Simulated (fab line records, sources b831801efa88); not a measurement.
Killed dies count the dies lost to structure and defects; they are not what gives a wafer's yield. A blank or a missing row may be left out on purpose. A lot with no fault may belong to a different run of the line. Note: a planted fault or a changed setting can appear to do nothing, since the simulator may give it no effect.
2 desks looking at one fault    flow sky130    each desk has only its own numbers; what lay behind them comes last

## FROM THE METROLOGY DESK
What the gauges read, lot by lot, whatever tool the lot ran on: means of the sampled wafers that have a number. A lot is out of limits, marked OUT, if its mean lies more than 4 standard deviations from the usual mean; the brackets give that distance.
Columns: A = VIA3_W_RS at SKY_VIA3_RS_MEAS_22, usual 0.291 ohm/sq
lot   first seen here  A
L245  day 39 19:32     0.290
L247  day 40 15:18     0.292
L246  day 40 17:59     0.296
L252  day 42 03:38     0.291
L253  day 42 06:11     0.292
L256  day 43 02:25     0.286
L257  day 43 07:32     0.285
L260  day 44 00:50     0.296
L263  day 44 21:49     0.283
L265  day 45 05:02     0.291
This desk's finding: nothing out of limits on any of the 10 lots.

## AT THE TOOL OWNER'S DESK: rie-metal-03
The tool's own readings at SKY_METAL5_METAL_ETCH_15 (etches the open film in Cl2/BCl3, stops on SiO2, target depth 1260 nm, time 252 s): means of the sampled wafers that have a number, for each lot that ran on this tool. A lot is out of limits, marked OUT, if its mean lies more than 4 standard deviations from the usual mean; the brackets give that distance.
Columns: A = drypump-motor-current-A at SKY_METAL5_METAL_ETCH_15, usual 5.8 A; B = oes-product-au at SKY_METAL5_METAL_ETCH_15, usual 0.894 a.u.; C = run-length-s at SKY_METAL5_METAL_ETCH_15, usual 280.3 s; D = throttle-valve-pct at SKY_METAL5_METAL_ETCH_15, usual 22.264 %
lot   first seen here  A    B                 C                D
L247  day 44 17:04     6.4  0.895             280.1            22.270
L252  day 46 00:58     6.0  0.874             293.1 (+27) OUT  22.261
L256  day 46 22:38     6.2  0.872 (-4.1) OUT  293.1 (+27) OUT  22.259
Finding of this desk: L252, L256 out of limits; the first was L252 at day 46 00:58, on run-length-s at SKY_METAL5_METAL_ETCH_15. L247 stayed within limits.

## ALL TOGETHER
An alarm could have come from the tool owner's desk at day 46 00:58, on L252, L256.
From the metrology desk's view, nothing was out of limits.
The metrology desk has L252, L256 on record, within its limits.
On rie-metal-03, each named lot ran SKY_METAL5_METAL_ETCH_15.

## WHAT THE SIMULATOR PUT IN
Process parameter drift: rie-metal-03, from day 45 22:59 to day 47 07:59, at SKY_METAL5_METAL_ETCH_15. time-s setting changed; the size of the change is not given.
Lots struck among those shown: L252, L256.
Time in hours from fault onset to the first out-of-limits reading at each desk: the tool owner's desk, 2.
